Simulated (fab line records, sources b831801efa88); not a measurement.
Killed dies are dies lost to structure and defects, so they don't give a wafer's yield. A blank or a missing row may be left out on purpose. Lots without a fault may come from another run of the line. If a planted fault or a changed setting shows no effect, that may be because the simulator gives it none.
fab line records    flow sky130
record: lots: 5  wafers: 15  lastDay: 49
route steps=708 shown POLY_CUT@312 SD_P@320 RES_XHIGH@332 SD_N@342
lots that met no fault: taken from a fault-free run of the same line
startH: hours from the record's first day to the start of the lot's first wafer shown    waitH: hours elapsed since this lot's preceding step    " repeats the value in the row above    L1.1+2: a row that stands for several wafers    - no value, or no start was given    * or withheld: withheld    < > ~ a bound
route shown NAME@n: names a module that has steps shown in the file, with the first one's number in the route    usual: mean/standard deviation taken from wafers without a fault    same: alike in all rows    chamber/n: place in a boat    sites: per-site readings    _std_site: standard deviation of those values    _edge_site: the outer-site mean with the inner-site mean subtracted    radiusMm: for every site, how far away it sits from the centre of the wafer    mask NAME#n: copy n    behind: tool/chamber where the wafer was last shaped    hold: the reason the lot was held/the length of the hold in hours/how it ended    device: transistor that didn't switch, given as n, p or np    end of line: at the end of the route, the tests of the same wafers    a step without rows: its recipe alone    killed: dies lost to structure and defects at the first sort, not the wafer's yield    map: dies across one wafer; x = killed, . = not, _ = none there
set.NAME: the setting that was run; set.NAME@STEP: the one run at that earlier step    model.NAME: the simulator's own value behind a step, which no gauge read
lots at some steps of the route; a table a step, a row a wafer
services: when a tool's chamber went out of use (startH, in hours from the record's first day, below 0 if earlier), for how many hours, and the reason
== steps ==
step: SKY_POLY_CUT_EXPOSE_05
recipe: maskId: NPCM  na: 0.8  sourceShape: annular  sigmaInner: 0.55  sigmaOuter: 0.85  targetCdNm: 270  doseMj: 32
step: SKY_POLY_CUT_PEB_06
recipe: pebTempC: withheld  pebTimeS: withheld  resist: KrF-thick
step: SKY_POLY_CUT_DEVELOP_07
recipe: developTimeS: 60  resist: KrF-thick  devTempC: 21
step: SKY_POLY_CUT_CD_MEAS_08
recipe: targetCdNm: 270
usual: cdNm: 270.1/1.3
lot.wafer  tool      chamber  startH  waitH  cdNm
L410.2     cdSem-02  -        644.07  -      269.9
L410.3     "         -        "       "      268.3
L410.4     "         -        "       "      268.3
L411.1     cdSem-02  -        653.83  -      272.3
L411.2     "         -        "       "      269.8
L411.6     "         -        "       "      271.2
L414.1     cdSem-02  -        674.45  -      270.4
L414.3     "         -        "       "      270.1
L414.6     "         -        "       "      270.5
L417.3     cdSem-01  -        697.14  -      269.6
L417.4     "         -        "       "      269.5
L417.5     "         -        "       "      270.6
L421.1     cdSem-02  -        722.73  -      270.4
L421.4     "         -        "       "      270.3
L421.6     "         -        "       "      271.0
step: SKY_POLY_CUT_OVL_MEAS_09
usual: POLY_CUT_OVL: 1/6.7
lot.wafer  tool        chamber  startH  waitH  POLY_CUT_OVL[nm]
L410.2     overlay-02  -        644.18  0.1    4
L410.3     "           -        "       "      -2
L410.4     "           -        "       "      6
L411.1     overlay-01  -        653.95  0.1    -8
L411.2     "           -        "       "      -11
L411.6     "           -        "       "      -11
L414.1     overlay-02  -        674.57  0.1    -6
L414.3     "           -        "       "      -5
L414.6     "           -        "       "      1
L417.3     overlay-01  -        697.24  0.1    5
L417.4     "           -        "       "      -1
L417.5     "           -        "       "      0
L421.1     overlay-02  -        722.85  0.1    3
L421.4     "           -        "       "      0
L421.6     "           -        "       "      -1
step: SKY_POLY_CUT_ETCH_10
recipe: chemistry: N2/H2  target: BARC  ionEnergyEv: 200  sourceW: 500  biasW: 100  pressureMtorr: 30  n2FlowSccm: 100  h2FlowSccm: 200  stopOn: SiO2  timeS: 45.9  targetDepthA: 600
usual: drypumpMotorCurrentA: 5.9/0.3  oesProductAu: 0.854/0.0048  throttleValvePct: 13.225/0.0096
lot.wafer  tool        chamber  startH  waitH  drypumpMotorCurrentA  oesProductAu  rfHoursCounterH  throttleValvePct
L410.2     rieDiel-02  1        644.21  0.0    6.0                   0.856         10               13.243
L410.3     "           0        "       "      5.7                   0.847         6                13.212
L410.4     "           2        "       "      5.7                   0.851         19               13.240
L411.1     rieDiel-03  2        653.99  0.0    6.0                   0.848         28               13.221
L411.2     "           3        "       "      5.2                   0.847         5                13.229
L411.6     "           3        "       "      5.2                   0.852         -                13.201
L414.1     rieDiel-02  2        674.61  0.0    5.7                   0.850         20               13.233
L414.3     "           0        "       "      5.7                   0.855         8                13.226
L414.6     "           2        "       "      5.8                   0.851         -                13.248
L417.3     rieDiel-02  0        697.26  0.0    5.7                   0.860         8                13.238
L417.4     "           1        "       "      6.0                   0.855         12               13.226
L417.5     "           2        "       "      5.7                   0.856         -                13.227
L421.1     rieDiel-03  0        722.89  0.0    6.1                   0.852         22               13.226
L421.4     "           1        "       "      6.4                   0.858         -                13.208
L421.6     "           3        "       "      5.2                   0.849         -                13.232
step: SKY_POLY_CUT_ETCH_11
recipe: target: Si3N4  chemistry: CF4/CH2F2/Ar  stopOn: poly-Si  sourceW: 600  biasW: 150  pressureMtorr: 40  cf4FlowSccm: 40  ch2f2FlowSccm: 20  Ar_flow_sccm: 150  timeS: 42.5  targetDepthA: 600
usual: drypumpMotorCurrentA: 5.9/0.3  oesProductAu: 0.833/0.007  throttleValvePct: 14.994/0.009
lot.wafer  tool        chamber  startH  waitH  drypumpMotorCurrentA  oesProductAu  rfHoursCounterH  throttleValvePct
L410.2     rieDiel-02  1        644.25  0.0    6.0                   0.832         10               14.988
L410.3     "           0        "       "      5.7                   0.850         6                14.999
L410.4     "           2        "       "      5.7                   0.838         19               15.009
L411.1     rieDiel-03  2        654.03  0.0    6.1                   0.831         28               15.011
L411.2     "           3        "       "      5.2                   0.838         5                14.995
L411.6     "           3        "       "      5.3                   0.840         -                14.994
L414.1     rieDiel-02  2        674.65  0.0    5.8                   0.844         20               15.006
L414.3     "           0        "       "      5.7                   0.831         8                14.995
L414.6     "           2        "       "      5.7                   0.837         -                14.988
L417.3     rieDiel-02  0        697.30  0.0    5.7                   0.828         8                15.006
L417.4     "           1        "       "      6.0                   0.830         12               15.005
L417.5     "           2        "       "      5.7                   0.843         -                15.007
L421.1     rieDiel-03  0        722.93  0.0    6.1                   0.827         22               14.992
L421.4     "           1        "       "      6.4                   0.832         -                15.002
L421.6     "           3        "       "      5.2                   0.835         -                15.006
step: SKY_POLY_CUT_STRIP_12
recipe: chemistry: O2/N2  powerW: 1400  pressureMtorr: 1500  platenTempC: withheld  o2FlowSccm: 3000  n2FlowSccm: 300  overashFraction: 0.5
usual: drypumpMotorCurrentA: 5.6/0.42  oesProductAu: 0.452/0.0049  stripTimeToEndpointS: 5.349/0.017
lot.wafer  tool            chamber  startH  waitH  drypumpMotorCurrentA  oesProductAu  rfHoursCounterH  stripTimeToEndpointS
L410.2     plasmaAsher-01  1        644.29  0.0    5.6                   0.450         53               5.357
L410.3     "               1        "       "      5.5                   0.448         -                5.346
L410.4     "               0        "       "      5.7                   0.447         -                5.349
L411.1     plasmaAsher-04  1        654.07  0.0    4.8                   0.458         83               5.371
L411.2     "               0        "       "      6.2                   0.451         83               5.371
L411.6     "               1        "       "      4.8                   0.447         -                5.386
L414.1     plasmaAsher-01  1        674.69  0.0    5.6                   0.454         55               5.328
L414.3     "               0        "       "      5.7                   0.445         -                5.360
L414.6     "               0        "       "      5.7                   0.452         -                5.333
L417.3     plasmaAsher-04  1        697.38  0.1    4.8                   0.456         -                5.358
L417.4     "               0        "       "      6.2                   0.454         -                5.366
L417.5     "               1        "       "      4.8                   0.452         -                5.358
L421.1     plasmaAsher-02  0        722.97  0.0    5.8                   0.448         103              5.350
L421.4     "               0        "       "      5.8                   0.452         -                5.322
L421.6     "               0        "       "      5.8                   0.452         -                5.323
step: SKY_SD_P_DEHYDRATE_00
recipe: tempC: 200  timeS: 60
step: SKY_SD_P_HMDS_01
recipe: primeTimeS: 60  primeTempC: 120
step: SKY_SD_P_COAT_02
recipe: resist: NOVOLAK  spinRpm: 3000  resistThkNm: 1140
step: SKY_SD_P_SOFTBAKE_03
recipe: tempC: 90  timeS: 60  resist: NOVOLAK
step: SKY_SD_P_EXPOSE_04
recipe: maskId: PSDM  na: 0.6  sourceShape: conventional  sigmaOuter: 0.6  polarization: unpolarized  targetCdNm: 380  doseMj: 138
lot.wafer   tool             chamber  startH  waitH  mask
L410.2+3+4  ilineStepper-02  0        659.15  -      PSDM#0
L411.1+2+6  ilineStepper-02  0        667.50  -      PSDM#0
L414.1+3+6  ilineStepper-02  0        689.36  -      URPM#0
L417.3+4+5  ilineStepper-01  0        711.82  -      PSDM#0
L421.1+4+6  ilineStepper-01  0        736.56  -      PSDM#0
step: SKY_SD_P_PEB_05
recipe: tempC: withheld  timeS: *  resist: NOVOLAK
step: SKY_SD_P_DEVELOP_06
recipe: resist: NOVOLAK  developer: TMAH  developTimeS: 60  devTempC: 23
step: SKY_SD_P_CD_MEAS_07
recipe: targetCdNm: 380
usual: cdNm: 380.0/2.1
lot.wafer  tool      chamber  startH  waitH  cdNm
L410.2     cdSem-01  -        673.52  0.1    376.8
L410.3     "         -        "       "      374.9
L410.4     "         -        "       "      375.2
L411.1     cdSem-01  -        682.31  0.1    378.1
L411.2     "         -        "       "      379.0
L411.6     "         -        "       "      377.5
L414.1     cdSem-01  -        702.80  0.1    -
L414.3     "         -        "       "      -
L414.6     "         -        "       "      -
L417.3     cdSem-01  -        725.55  0.1    381.1
L417.4     "         -        "       "      383.1
L417.5     "         -        "       "      383.5
L421.1     cdSem-02  -        750.51  0.1    381.0
L421.4     "         -        "       "      383.0
L421.6     "         -        "       "      380.9
step: SKY_SD_P_OVL_MEAS_08
usual: SD_P_OVL: 0.7/1.3
lot.wafer  tool        chamber  startH  waitH  SD_P_OVL[nm]
L410.2     overlay-02  -        673.63  0.1    -1.0
L410.3     "           -        "       "      -0.9
L410.4     "           -        "       "      0.1
L411.1     overlay-01  -        682.43  0.1    2.6
L411.2     "           -        "       "      0.9
L411.6     "           -        "       "      1.0
L414.1     overlay-01  -        702.92  0.1    -
L414.3     "           -        "       "      -
L414.6     "           -        "       "      -
L417.3     overlay-02  -        725.64  0.1    1.1
L417.4     "           -        "       "      0.0
L417.5     "           -        "       "      -0.2
L421.1     overlay-01  -        750.63  0.1    1.1
L421.4     "           -        "       "      -0.9
L421.6     "           -        "       "      2.5
step: SKY_SD_P_IMPLANT_09
recipe: species: BF2  energyKev: 20  doseCm2: 3e+15  tiltDeg: 0
step: SKY_SD_P_STRIP_10
recipe: chemistry: O2/N2  powerW: 1400  pressureMtorr: 1500  platenTempC: withheld  o2FlowSccm: 3000  n2FlowSccm: 300  overashFraction: 0.5
usual: drypumpMotorCurrentA: 5.4/0.39  oesProductAu: 0.618/0.0051  stripTimeToEndpointS: 17.51/0.044
lot.wafer  tool            chamber  startH  waitH  drypumpMotorCurrentA  oesProductAu  rfHoursCounterH  stripTimeToEndpointS
L410.2     plasmaAsher-02  0        673.81  0.1    5.9                   0.620         98               17.53
L410.3     "               0        "       "      5.8                   0.613         -                17.54
L410.4     "               1        "       "      5.0                   0.615         -                17.52
L411.1     plasmaAsher-03  0        682.62  0.1    4.9                   0.618         25               17.45
L411.2     "               1        "       "      5.7                   0.618         25               17.47
L411.6     "               1        "       "      5.7                   0.614         -                17.48
L414.1     plasmaAsher-02  0        703.11  0.1    5.9                   0.625         101              17.47
L414.3     "               0        "       "      5.9                   0.616         -                17.49
L414.6     "               0        "       "      5.9                   0.609         -                17.47
L417.3     plasmaAsher-03  1        725.85  0.1    5.7                   0.625         -                17.41
L417.4     "               0        "       "      4.9                   0.610         -                17.43
L417.5     "               0        "       "      4.9                   0.609         -                17.48
L421.1     plasmaAsher-03  1        750.82  0.1    5.7                   0.613         32               17.47
L421.4     "               1        "       "      5.7                   0.608         -                17.54
L421.6     "               0        "       "      4.9                   0.617         -                17.50
step: SKY_SD_P_TW_MEAS_11
usual: SD_P_TW: 2813/25
lot.wafer  tool          chamber  startH  waitH  SD_P_TW
L410.2     filmMetro-02  -        673.92  0.1    2871
L410.3     "             -        "       "      2862
L410.4     "             -        "       "      2857
L411.1     filmMetro-02  -        682.72  0.1    2851
L411.2     "             -        "       "      2853
L411.6     "             -        "       "      2848
L414.1     filmMetro-02  -        703.21  0.1    30
L414.3     "             -        "       "      30
L414.6     "             -        "       "      30
L417.3     filmMetro-03  -        725.94  0.1    2794
L417.4     "             -        "       "      2784
L417.5     "             -        "       "      2774
L421.1     filmMetro-03  -        750.92  0.1    2805
L421.4     "             -        "       "      2792
L421.6     "             -        "       "      2789
step: SKY_RES_XHIGH_DEHYDRATE_00
recipe: tempC: 200  timeS: 60
step: SKY_RES_XHIGH_HMDS_01
recipe: primeTimeS: 60  primeTempC: 120
step: SKY_RES_XHIGH_COAT_02
recipe: resist: NOVOLAK  spinRpm: 3000  resistThkNm: 1140
step: SKY_RES_XHIGH_SOFTBAKE_03
recipe: tempC: 90  timeS: 60  resist: NOVOLAK
step: SKY_RES_XHIGH_EXPOSE_04
recipe: maskId: URPM  na: 0.6  sourceShape: conventional  sigmaOuter: 0.6  polarization: unpolarized  targetCdNm: 1270  doseMj: 140
step: SKY_RES_XHIGH_PEB_05
recipe: tempC: withheld  timeS: *  resist: NOVOLAK
step: SKY_RES_XHIGH_DEVELOP_06
recipe: resist: NOVOLAK  developer: TMAH  developTimeS: 60  devTempC: 23
step: SKY_RES_XHIGH_IMPLANT_07
recipe: species: BF2  energyKev: 20  doseCm2: 3.6e+14  tiltDeg: 0
step: SKY_RES_XHIGH_STRIP_08
recipe: chemistry: O2/N2  powerW: 1400  pressureMtorr: 1500  platenTempC: withheld  o2FlowSccm: 3000  n2FlowSccm: 300  overashFraction: 0.5
usual: drypumpMotorCurrentA: 5.5/0.48  oesProductAu: 0.711/0.0049  stripTimeToEndpointS: 14.27/0.048
lot.wafer  tool            chamber  startH  waitH  drypumpMotorCurrentA  oesProductAu  rfHoursCounterH  stripTimeToEndpointS
L410.2     plasmaAsher-03  1        702.01  0.1    5.7                   0.716         27               14.25
L410.3     "               0        "       "      4.9                   0.711         -                14.26
L410.4     "               1        "       "      5.7                   0.710         -                14.26
L411.1     plasmaAsher-03  0        711.08  0.1    4.9                   0.712         28               14.30
L411.2     "               1        "       "      5.7                   0.706         28               14.26
L411.6     "               1        "       "      5.7                   0.718         -                14.28
L414.1     plasmaAsher-01  1        731.01  0.1    5.6                   0.710         61               14.25
L414.3     "               1        "       "      5.6                   0.709         -                14.21
L414.6     "               0        "       "      5.7                   0.706         -                14.16
L417.3     plasmaAsher-03  1        753.69  0.1    5.7                   0.706         -                14.26
L417.4     "               0        "       "      4.9                   0.713         -                14.25
L417.5     "               1        "       "      5.7                   0.720         -                14.25
L421.1     plasmaAsher-03  1        778.03  0.1    5.7                   0.703         35               14.29
L421.4     "               0        "       "      4.9                   0.710         -                14.26
L421.6     "               1        "       "      5.7                   0.711         -                14.30
step: SKY_RES_XHIGH_TW_MEAS_09
usual: RES_XHIGH_TW: 1635/15
lot.wafer  tool          chamber  startH  waitH  RES_XHIGH_TW
L410.2     filmMetro-03  -        702.12  0.1    1613
L410.3     "             -        "       "      1617
L410.4     "             -        "       "      1616
L411.1     filmMetro-01  -        711.18  0.1    1641
L411.2     "             -        "       "      1656
L411.6     "             -        "       "      1651
L414.1     filmMetro-03  -        731.11  0.1    2843
L414.3     "             -        "       "      2852
L414.6     "             -        "       "      2831
L417.3     filmMetro-01  -        753.78  0.1    1649
L417.4     "             -        "       "      1643
L417.5     "             -        "       "      1645
L421.1     filmMetro-03  -        778.13  0.1    1616
L421.4     "             -        "       "      1614
L421.6     "             -        "       "      1619
step: SKY_SD_N_DEHYDRATE_00
recipe: tempC: 200  timeS: 60
== services ==
tool             chamber  startH  hours  kind
rieDiel-03       2        655.84  3.7    repair
plasmaAsher-01   -        664.32  2.1    repair
plasmaAsher-03   -        679.27  0.9    repair
rieDiel-03       2        713.00  15.5   repair
ilineStepper-02  -        725.73  0.7    repair
rieDiel-03       0        731.93  1.3    repair
plasmaAsher-02   -        733.75  9.0    pm
plasmaAsher-02   0        733.75  9.0    ventCycle
plasmaAsher-02   1        733.75  9.0    ventCycle
plasmaAsher-02   0        742.75  -      clean
plasmaAsher-02   1        742.75  -      clean
plasmaAsher-01   -        768.38  1.5    repair
== key ==
firstSign: step: SKY_SD_P_EXPOSE_04  reading: mask  direction: changed
effect: step: SKY_SD_P_CD_MEAS_07  reading: cdNm  direction: missing
effect: step: SKY_SD_P_OVL_MEAS_08  reading: SD_P_OVL  direction: missing
effect: step: SKY_SD_P_TW_MEAS_11  reading: SD_P_TW  direction: down  sigmas: 99+  usual: 2813  struck: 30
effect: step: SKY_RES_XHIGH_TW_MEAS_09  reading: RES_XHIGH_TW  direction: up  sigmas: 81  usual: 1635  struck: 2842
metAt SKY_SD_P_EXPOSE_04
struckWafers L414.1,L414.3,L414.6
sortLeftOut L414.1,L414.3,L414.6
testerLeftOut L414
onsetBetween 667.50 689.36
fault: kind: wrongMask  tool: any  chamber: -  onsetH: 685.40  steps: SKY_SD_P_EXPOSE_04  auxCopy: URPM#0  scope: struckLotsOnly
testerLeftOut: of these lots the tester's yield and bins aren't shown, on N5 and GAA mostly nor the transistor test; their killed dies are dies lost to structure and defects alone, not to doping, threshold or leakage, so they don't give the yield
sortLeftOut: the simulated sort isn't trusted on such a fault, so these wafers' sort isn't shown, and their yield isn't known
